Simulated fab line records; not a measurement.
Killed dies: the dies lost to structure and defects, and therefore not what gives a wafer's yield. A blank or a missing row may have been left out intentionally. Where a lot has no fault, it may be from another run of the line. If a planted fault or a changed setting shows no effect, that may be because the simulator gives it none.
fab line records	flow sky130
record: lots: 5	wafers: 15	last_day: 50
route steps=708 shown METAL5@664 PAD_OPEN@708
lots untouched by any fault: they come from a run of this same line in which no faults occurred
start_h: hours from the record's opening day to when the first of the lot's shown wafers began	wait_h: hours from the lot's prior step to this one	" repeats the value in the row above	L1.1+2: a row that stands for several wafers	- no value, or no start given	* or withheld: withheld	< > ~ a bound
route shown NAME@n: NAME is a module with steps in the file, n the number in the route of the first one	usual: average and standard deviation across the fault-free wafers	same: alike in all rows	chamber/n: place in a boat	sites: readings site by site	_std_site: their standard deviation	_edge_site: the outer-site mean with the inner-site mean subtracted	radius_mm: for every site, how far away it sits from the centre of the wafer	mask NAME#n: copy n	behind: the tool/chamber that last shaped the wafer	hold: cause of the lot's hold/its duration in hours/its outcome	device: the transistor (n, p or np) that didn't switch	end of line: tests run on the same wafers once the route is complete	a step without rows: its recipe alone	killed: at the first sort, the dies lost to defects and structure; wafer yield is something else	map: the dies of a wafer, with x for killed, . for not killed, _ for no die there
set.NAME: the setting the step ran with; set.NAME@STEP: the setting that earlier step ran with	model.NAME: the simulator's own value behind a step, which no gauge read
lots seen at some steps along the route; tables by step, rows by wafer
services: the hour from which a tool's chamber was out of use, counted from the record's first day as start_h (under 0 if before that day), plus the number of hours and why
== steps ==
step: SKY_METAL5_SPUTTER_03
recipe: material: Ti	target_thk_nm: 5	power_w: 3000	time_s: 3.3	chamber_pressure_pa: 0.4
usual: chamber_pressure_pa: 0.4002/0.00082	throttle_valve_pct: 29.4/1.3
lot.wafer	tool	chamber	start_h	wait_h	chamber_pressure_pa	throttle_valve_pct
L324.2	pvd_sputter-03	-	1003.76	0.0	0.3997	31.2
L324.3	"	-	"	"	0.3993	28.8
L324.5	"	-	"	"	0.4001	29.7
L328.2	pvd_sputter-02	-	1033.86	0.0	0.4017	30.8
L328.3	"	-	"	"	0.4001	28.6
L328.5	"	-	"	"	0.4001	31.1
L340.2	pvd_sputter-04	-	1101.66	0.0	0.4009	28.5
L340.3	"	-	"	"	0.4008	30.4
L340.4	"	-	"	"	0.3982	28.6
L344.2	pvd_sputter-03	-	1132.31	0.0	0.4001	31.7
L344.4	"	-	"	"	0.3995	29.8
L344.6	"	-	"	"	0.4009	29.1
L346.1	pvd_sputter-03	-	1138.09	0.0	0.4014	29.0
L346.4	"	-	"	"	0.3999	28.9
L346.6	"	-	"	"	0.4009	29.0
step: SKY_METAL5_SPUTTER_04
recipe: material: TiN	target_thk_nm: 70	power_w: 6500	time_s: 58.3	chamber_pressure_pa: 0.4
usual: chamber_pressure_pa: 0.4001/0.00085	throttle_valve_pct: 29.4/1.3
lot.wafer	tool	chamber	start_h	wait_h	chamber_pressure_pa	throttle_valve_pct
L324.2	pvd_sputter-03	-	1003.78	0.0	0.4007	31.5
L324.3	"	-	"	"	0.4013	29.1
L324.5	"	-	"	"	0.3994	30.0
L328.2	pvd_sputter-02	-	1033.88	0.0	0.4003	30.9
L328.3	"	-	"	"	0.3996	28.6
L328.5	"	-	"	"	0.3987	31.0
L340.2	pvd_sputter-04	-	1101.68	0.0	0.4004	28.6
L340.3	"	-	"	"	0.3995	30.2
L340.4	"	-	"	"	0.3999	28.7
L344.2	pvd_sputter-03	-	1132.33	0.0	0.3999	31.4
L344.4	"	-	"	"	0.4006	29.7
L344.6	"	-	"	"	0.3989	28.6
L346.1	pvd_sputter-03	-	1138.11	0.0	0.4003	28.9
L346.4	"	-	"	"	0.3999	29.0
L346.6	"	-	"	"	0.4002	28.9
step: SKY_METAL5_RS_MEAS_05
recipe: thk_meas_gauge: four-point-probe	reads: TiN_of_METAL5_SPUTTER_04+Ti_of_METAL5_SPUTTER_03+AlCu_of_METAL5_SPUTTER_02+TiN_of_METAL5_SPUTTER_01+Ti_of_METAL5_SPUTTER_00
usual: METAL5_ALCU_RS: 0.0271/0.0003
lot.wafer	tool	chamber	start_h	wait_h	METAL5_ALCU_RS[ohm/sq]
L324.2	film_metro-04	-	1003.85	0.0	0.02709
L324.3	"	-	"	"	0.02712
L324.5	"	-	"	"	0.0271
L328.2	film_metro-02	-	1033.94	0.0	0.02727
L328.3	"	-	"	"	0.02725
L328.5	"	-	"	"	0.02706
L340.2	film_metro-02	-	1101.75	0.0	0.02713
L340.3	"	-	"	"	0.02713
L340.4	"	-	"	"	0.02736
L344.2	film_metro-02	-	1132.40	0.0	0.02687
L344.4	"	-	"	"	0.02721
L344.6	"	-	"	"	0.0272
L346.1	film_metro-02	-	1138.16	0.0	0.02724
L346.4	"	-	"	"	0.02674
L346.6	"	-	"	"	0.02729
step: SKY_METAL5_THK_MEAS_06
recipe: thk_meas_gauge: xrf	reads: AlCu_of_METAL5_SPUTTER_02
usual: METAL5_ALCU_THK: 1138/13
lot.wafer	tool	chamber	start_h	wait_h	METAL5_ALCU_THK[nm]
L324.2	film_metro-04	-	1003.96	0.1	1137
L324.3	"	-	"	"	1142
L324.5	"	-	"	"	1138
L328.2	film_metro-02	-	1034.05	0.1	1126
L328.3	"	-	"	"	1132
L328.5	"	-	"	"	1138
L340.2	film_metro-02	-	1101.86	0.1	1141
L340.3	"	-	"	"	1129
L340.4	"	-	"	"	1123
L344.2	film_metro-02	-	1132.51	0.1	1140
L344.4	"	-	"	"	1126
L344.6	"	-	"	"	1124
L346.1	film_metro-02	-	1138.28	0.1	1121
L346.4	"	-	"	"	1152
L346.6	"	-	"	"	1127
step: SKY_METAL5_DEHYDRATE_07
recipe: temp_c: 200	time_s: 60
step: SKY_METAL5_HMDS_08
recipe: prime_time_s: 60	prime_temp_c: 120
step: SKY_METAL5_COAT_09
recipe: resist: NOVOLAK	spin_rpm: 3000	resist_thk_nm: 1800
step: SKY_METAL5_SOFTBAKE_10
recipe: temp_c: 90	time_s: 60	resist: NOVOLAK
step: SKY_METAL5_EXPOSE_11
recipe: mask_id: MM5	na: 0.6	source_shape: conventional	sigma_outer: 0.6	polarization: unpolarized	target_cd_nm: 1600	dose_mj: 190
step: SKY_METAL5_PEB_12
recipe: temp_c: withheld	time_s: *	resist: NOVOLAK
step: SKY_METAL5_DEVELOP_13
recipe: resist: NOVOLAK	developer: TMAH	develop_time_s: 60	dev_temp_c: 23
step: SKY_METAL5_DESCUM_14
recipe: chemistry: O2	source_power_w: 150	bias_power_w: 0	pressure_mtorr: 10	temp_c: 40	time_s: 11
usual: drypump_motor_current_A: 5.7/0.51	oes_product_au: 1.000/0.012	rf_fwd_power_W: 147.0/0.73
lot.wafer	tool	chamber	start_h	wait_h	drypump_motor_current_A	oes_product_au	rf_fwd_power_W	rf_hours_counter_h
L324.2	rie_metal-02	1	1025.53	0.1	6.2	0.998	146.1	18
L324.3	"	0	"	"	5.7	0.999	147.6	-
L324.5	"	0	"	"	5.7	1.004	147.6	-
L328.2	rie_metal-03	0	1055.47	0.1	6.3	1.026	148.2	7
L328.3	"	0	"	"	6.4	1.019	147.8	-
L328.5	"	0	"	"	6.4	1.029	147.3	-
L340.2	rie_metal-03	0	1121.03	0.1	6.4	1.012	148.2	13
L340.3	"	0	"	"	6.3	1.011	148.9	-
L340.4	"	1	"	"	5.4	0.998	146.9	-
L344.2	rie_metal-04	1	1149.99	0.1	5.0	0.993	146.0	-
L344.4	"	1	"	"	5.0	0.999	146.4	-
L344.6	"	1	"	"	5.0	1.002	146.4	-
L346.1	rie_metal-04	1	1155.02	0.1	5.0	0.986	146.3	15
L346.4	"	1	"	"	5.0	0.989	146.7	-
L346.6	"	1	"	"	5.0	0.980	145.8	-
step: SKY_METAL5_METAL_ETCH_15
recipe: target_depth_a: 12600	stop_on: SiO2	over_etch_frac: 0.2	time_s: 252	chemistry: Cl2/BCl3	resist_sidewall_deg: 86	pressure_mtorr: 10	icp_w: 900	bias_w: 48.5	Cl2_flow_sccm: 60	bcl3_flow_sccm: 30
usual: drypump_motor_current_A: 5.7/0.51	oes_product_au: 0.893/0.0052	over_etch_frac: 0.2/0	rf_fwd_power_W: 897/3.6	throttle_valve_pct: 22.264/0.0091
lot.wafer	tool	chamber	start_h	wait_h	drypump_motor_current_A	oes_product_au	over_etch_frac	rf_fwd_power_W	rf_hours_counter_h	throttle_valve_pct	model.NOVOLAK_of_METAL5_COAT_09.thk_nm	model.METAL5.cd_nm	model.SiO2_of_VIA4_HDPCVD_00.thk_nm
L324.2	rie_metal-02	1	1025.56	0.0	6.2	0.893	0.2	899	18	22.271	1047	1597	548.8
L324.3	"	0	"	"	5.7	0.892	0.2	902	-	22.256	1037	1594	549.5
L324.5	"	0	"	"	5.7	0.899	0.2	901	-	22.262	1044	1592	551
L328.2	rie_metal-03	0	1055.51	0.0	6.4	0.888	0.2	902	7	22.271	1006	1583	548.7
L328.3	"	0	"	"	6.4	0.888	0.2	898	-	22.265	1014	1584	549.6
L328.5	"	0	"	"	6.4	0.889	0.2	897	-	22.265	1005	1585	548.6
L340.2	rie_metal-03	0	1121.06	0.0	6.4	0.888	0.2	898	13	22.266	1015	1590	549
L340.3	"	0	"	"	6.4	0.804	0.43799	896	-	22.244	874.6	1577	545.1
L340.4	"	1	"	"	5.4	0.892	0.2	894	-	22.248	1038	1602	548.4
L344.2	rie_metal-04	1	1150.13	0.1	5.0	0.884	0.2	892	-	22.269	1060	1605	548.9
L344.4	"	1	"	"	5.0	0.900	0.2	889	-	22.281	1046	1599	549.8
L344.6	"	1	"	"	5.0	0.888	0.2	897	-	22.261	1061	1603	550.5
L346.1	rie_metal-04	1	1155.09	0.1	5.0	0.892	0.2	890	15	22.264	1050	1606	549
L346.4	"	1	"	"	5.0	0.899	0.2	894	-	22.248	1052	1607	550
L346.6	"	1	"	"	5.0	0.889	0.2	896	-	22.254	1056	1607	549.5
step: SKY_METAL5_STRIP_16
recipe: chemistry: O2/N2	power_w: 1400	pressure_mtorr: 1500	platen_temp_c: withheld	o2_flow_sccm: 3000	n2_flow_sccm: 300	overash_fraction: 0.5
usual: drypump_motor_current_A: 5.7/0.46	n2_flow_sccm: 299.9/1	oes_product_au: 0.710/0.0045	strip_time_to_endpoint_s: 13.06/0.16
lot.wafer	tool	chamber	start_h	wait_h	drypump_motor_current_A	n2_flow_sccm	oes_product_au	rf_hours_counter_h	strip_time_to_endpoint_s
L324.2	plasma_asher-03	0	1025.80	0.2	5.8	299.2	0.708	90	13.21
L324.3	"	0	"	"	5.7	300.1	0.713	-	13.10
L324.5	"	1	"	"	5.7	300.5	0.707	-	13.17
L328.2	plasma_asher-04	1	1055.83	0.2	5.2	299.6	0.714	63	12.79
L328.3	"	0	"	"	6.1	300.9	0.712	-	12.83
L328.5	"	0	"	"	6.1	301.2	0.708	-	12.79
L340.2	plasma_asher-03	1	1121.30	0.2	5.7	299.7	0.705	100	12.84
L340.3	"	0	"	"	5.8	302.7	0.699	-	11.27
L340.4	"	1	"	"	5.7	299.4	0.718	-	13.10
L344.2	plasma_asher-01	0	1150.52	0.3	6.4	299.6	0.708	42	13.33
L344.4	"	0	"	"	6.4	301.3	0.708	-	13.22
L344.6	"	0	"	"	6.4	301.8	0.704	-	13.38
L346.1	plasma_asher-04	0	1155.56	0.4	6.1	300.2	0.707	70	13.24
L346.4	"	1	"	"	5.2	300.1	0.710	-	13.24
L346.6	"	1	"	"	5.1	300.5	0.715	-	13.29
step: SKY_METAL5_STRIP_17
recipe: chemistry: post_etch_residue_remover	time_s: 1200	temp_c: 72.5
step: SKY_PAD_OPEN_PROBE_99
usual: defect_limited_yield: 82.5/1.9	killed_at_M0_to_M3: 42/7.4	killed_at_M4_up: 3.4/1.8	killed_at_contacts: 25/5.4	killed_at_front_end: 15/4.4	killed_at_other: 0.2/0.52	killed_dies: 86/9.3	killed_open: 47/7.6	killed_short: 39/6.5	sort_bin_3_pad_short: 0.9/0.46	sort_bin_5_function: 10.3/1.5	sort_bin_6_memory: 6.3/1.2	sort_n_pass: 406/9.3	sort_yield_pct: 82.5/1.9
same: gross_dies: 492	killed_at_back_side: 0	sort_bin_4_leakage[%]: 0	sort_bin_8_speed[%]: 0
lot.wafer	tool	chamber	start_h	wait_h	defect_limited_yield[%]	killed_at_M0_to_M3	killed_at_M4_up	killed_at_contacts	killed_at_front_end	killed_at_other	killed_dies	killed_open	killed_short	sort_bin_3_pad_short[%]	sort_bin_5_function[%]	sort_bin_6_memory[%]	sort_n_pass	sort_yield_pct[%]	model.etest.met5.width_nm
L324.2	prober-01	-	1073.03	0.1	79.3	54	4	28	16	0	102	63	39	1.2	12.4	7.1	390	79.3	1598
L324.3	prober-01	-	1073.08	0.2	81.7	50	7	23	10	0	90	48	42	0.8	9.6	7.9	402	81.7	1591
L324.5	prober-01	-	1073.18	0.2	77.8	58	4	21	26	0	109	53	56	0.4	13.4	8.3	383	77.8	1592
L328.2	prober-01	-	1100.01	0.1	81.5	48	5	22	16	0	91	55	36	1.2	9.8	7.5	401	81.5	1584
L328.3	prober-01	-	1100.06	0.2	78.5	53	9	37	7	0	106	63	43	0.6	11.0	10.0	386	78.5	1582
L328.5	prober-01	-	1100.16	0.2	80.9	30	6	37	20	1	94	59	35	0.8	12.0	6.3	398	80.9	1586
L340.2	prober-02	-	1160.89	0.1	79.7	51	5	30	14	0	100	57	43	1.0	14.2	5.1	392	79.7	1588
L340.3	prober-02	-	1160.94	0.2	78.7	49	3	34	19	0	105	63	42	0.4	13.0	7.9	387	78.7	1578
L340.4	prober-02	-	1160.99	0.2	81.5	41	3	24	23	0	91	50	41	0.8	11.6	6.1	401	81.5	1605
L344.2	prober-02	-	1186.70	0.1	81.9	43	2	28	16	0	89	44	45	1.4	8.9	7.7	403	81.9	1603
L344.4	prober-02	-	1186.80	0.2	83.3	37	6	25	14	0	82	40	42	0.2	10.4	6.1	410	83.3	1599
L344.6	prober-02	-	1186.90	0.2	83.9	37	5	28	9	0	79	37	42	1.0	8.7	6.3	413	83.9	1601
L346.1	prober-02	-	1191.55	0.1	77.8	59	4	30	16	0	109	56	53	1.6	12.0	8.5	383	77.8	1605
L346.4	prober-02	-	1191.70	0.2	84.6	46	2	14	14	0	76	42	34	1.0	9.3	5.1	416	84.6	1606
L346.6	prober-02	-	1191.80	0.2	83.5	42	2	24	13	0	81	53	28	1.0	10.8	4.7	411	83.5	1610
killed by level:class
L324.2 VIA1:geometric_particle:open=14 VIA3:geometric_particle:open=12 CONTACT:geometric_particle:open=9 LI_CONTACT:geometric_particle:open=8 VIA1:geometric_particle:short=8 LI_CONTACT:geometric_particle:short=7 METAL2:geometric_particle:short=5 FIELD_ISO:geometric_particle:open=4
L324.3 VIA3:geometric_particle:open=12 CONTACT:geometric_particle:open=9 METAL1:geometric_particle:short=9 VIA1:geometric_particle:open=8 VIA3:geometric_particle:short=6 VIA2:geometric_particle:open=6 CONTACT:geometric_particle:short=5 LI_CONTACT:geometric_particle:open=4
L324.5 CONTACT:geometric_particle:open=11 VIA2:geometric_particle:open=9 FIELD_ISO:geometric_particle:open=7 METAL3:geometric_particle:short=7 VIA3:geometric_particle:open=7 METAL1:geometric_particle:short=7 VIA1:geometric_particle:open=7 FIELD_ISO:geometric_particle:short=6
L328.2 VIA1:geometric_particle:open=12 CONTACT:geometric_particle:open=11 VIA3:geometric_particle:open=10 FIELD_ISO:geometric_particle:open=5 METAL1:geometric_particle:short=5 VIA1:geometric_particle:short=5 CONTACT:geometric_particle:short=4 METAL3:geometric_particle:short=4
L328.3 CONTACT:geometric_particle:open=15 VIA1:geometric_particle:open=12 VIA3:geometric_particle:open=12 LI_CONTACT:geometric_particle:open=9 METAL1:geometric_particle:short=9 CONTACT:geometric_particle:short=7 METAL4:geometric_particle:short=5 LOCAL_INTERCONNECT:geometric_particle:short=4
L328.5 LI_CONTACT:geometric_particle:open=16 CONTACT:geometric_particle:open=10 FIELD_ISO:geometric_particle:open=9 VIA1:geometric_particle:open=9 VIA3:geometric_particle:open=6 METAL4:geometric_particle:short=5 FIELD_ISO:geometric_particle:short=4 POLY_GATE:geometric_particle:short=4
L340.2 VIA1:geometric_particle:open=15 LI_CONTACT:geometric_particle:open=10 CONTACT:geometric_particle:open=10 VIA2:geometric_particle:open=7 VIA3:geometric_particle:open=7 LOCAL_INTERCONNECT:geometric_particle:short=5 CONTACT:geometric_particle:short=5 VIA1:geometric_particle:short=5
L340.3 VIA1:geometric_particle:open=16 LI_CONTACT:geometric_particle:open=12 METAL1:geometric_particle:short=8 LOCAL_INTERCONNECT:geometric_particle:short=7 CONTACT:geometric_particle:open=7 POLY_GATE:geometric_particle:open=6 CONTACT:geometric_particle:short=6 VIA2:geometric_particle:open=5
L340.4 CONTACT:geometric_particle:open=10 FIELD_ISO:geometric_particle:short=9 VIA1:geometric_particle:open=9 LI_CONTACT:geometric_particle:open=6 VIA2:geometric_particle:open=6 VIA3:geometric_particle:open=6 POLY_GATE:geometric_particle:open=5 CONTACT:geometric_particle:short=5
L344.2 VIA2:geometric_particle:open=12 LI_CONTACT:geometric_particle:open=7 CONTACT:geometric_particle:short=7 METAL1:geometric_particle:short=7 VIA3:geometric_particle:open=6 FIELD_ISO:geometric_particle:open=5 LOCAL_INTERCONNECT:geometric_particle:short=5 FIELD_ISO:geometric_particle:short=4
L344.4 CONTACT:geometric_particle:open=8 VIA1:geometric_particle:open=8 LI_CONTACT:geometric_particle:open=7 METAL1:geometric_particle:short=7 VIA2:geometric_particle:open=6 FIELD_ISO:geometric_particle:short=5 FIELD_ISO:geometric_particle:open=5 CONTACT:geometric_particle:short=4
L344.6 VIA2:geometric_particle:open=8 LI_CONTACT:geometric_particle:open=7 CONTACT:geometric_particle:short=7 VIA1:geometric_particle:open=6 CONTACT:geometric_particle:open=5 VIA3:geometric_particle:short=5 LOCAL_INTERCONNECT:geometric_particle:short=4 VIA1:geometric_particle:short=4
L346.1 CONTACT:geometric_particle:open=13 VIA1:geometric_particle:open=12 VIA2:geometric_particle:open=11 VIA1:geometric_particle:short=7 METAL2:geometric_particle:short=7 CONTACT:geometric_particle:short=6 METAL3:geometric_particle:short=6 VIA3:geometric_particle:open=6
L346.4 VIA1:geometric_particle:open=12 VIA3:geometric_particle:open=12 LI_CONTACT:geometric_particle:open=5 VIA1:geometric_particle:short=5 POLY_GATE:geometric_particle:open=4 POLY_GATE:geometric_particle:short=4 METAL1:geometric_particle:short=4 VIA2:geometric_particle:open=4
L346.6 VIA1:geometric_particle:open=13 LI_CONTACT:geometric_particle:open=9 METAL1:geometric_particle:short=7 VIA2:geometric_particle:open=7 VIA3:geometric_particle:open=6 CONTACT:geometric_particle:open=5 POLY_GATE:geometric_particle:open=4 LOCAL_INTERCONNECT:geometric_particle:open=4
== services ==
tool	chamber	start_h	hours	kind
plasma_asher-03	-	985.70	5.7	repair
pvd_sputter-02	-	1015.74	3.4	repair
rie_metal-04	1	1025.74	13.0	repair
pvd_sputter-03	-	1042.99	2.7	repair
plasma_asher-04	-	1063.70	28.1	pm
rie_metal-03	1	1078.95	-	clean
rie_metal-03	1	1078.95	22.9	scheduled_down
rie_metal-03	1	1078.95	22.9	vent_cycle
plasma_asher-01	-	1084.41	1.9	repair
pvd_sputter-02	-	1095.45	3.9	repair
plasma_asher-03	-	1098.16	1.7	repair
plasma_asher-04	-	1105.90	0.8	repair
rie_metal-04	0	1108.49	13.5	repair
rie_metal-02	0	1118.86	47.7	repair
pvd_sputter-02	-	1127.32	22.5	repair
rie_metal-02	1	1128.55	37.4	repair
pvd_sputter-04	-	1128.56	15.4	repair
rie_metal-04	0	1145.49	-	clean
rie_metal-04	0	1145.49	-	consumable_replace:focus_ring
rie_metal-04	0	1145.49	15.0	scheduled_down
rie_metal-04	0	1145.49	15.0	vent_cycle
== key ==
first_sign: step: SKY_METAL5_METAL_ETCH_15	reading: over_etch_frac	direction: up	sigmas: 99+	usual: 0.2	struck: 0.43799
effect: step: SKY_METAL5_METAL_ETCH_15	reading: oes_product_au	direction: down	sigmas: 17	usual: 0.893	struck: 0.804
effect: step: SKY_METAL5_STRIP_16	reading: strip_time_to_endpoint_s	direction: down	sigmas: 11	usual: *	struck: *
model_effect: step: SKY_METAL5_METAL_ETCH_15	value: NOVOLAK_of_METAL5_COAT_09.thk_nm	without: 1026	struck: 874.6
model_effect: step: SKY_PAD_OPEN_PROBE_99	value: etest.met5.width_nm	without: 1595	struck: 1578
met_at SKY_METAL5_METAL_ETCH_15
struck_wafers L340.3
onset_between 1055.51 1121.06
fault: kind: process_parameter_drift	tool: rie_metal-03	chamber: -	onset_h: 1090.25	steps: SKY_METAL5_METAL_ETCH_15	channel: over_etch_frac	offset: 0.23799	shape: step	end_h: 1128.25	scope: struck_wafers_only	acts_in: these_recipes_only	stated: 0.2
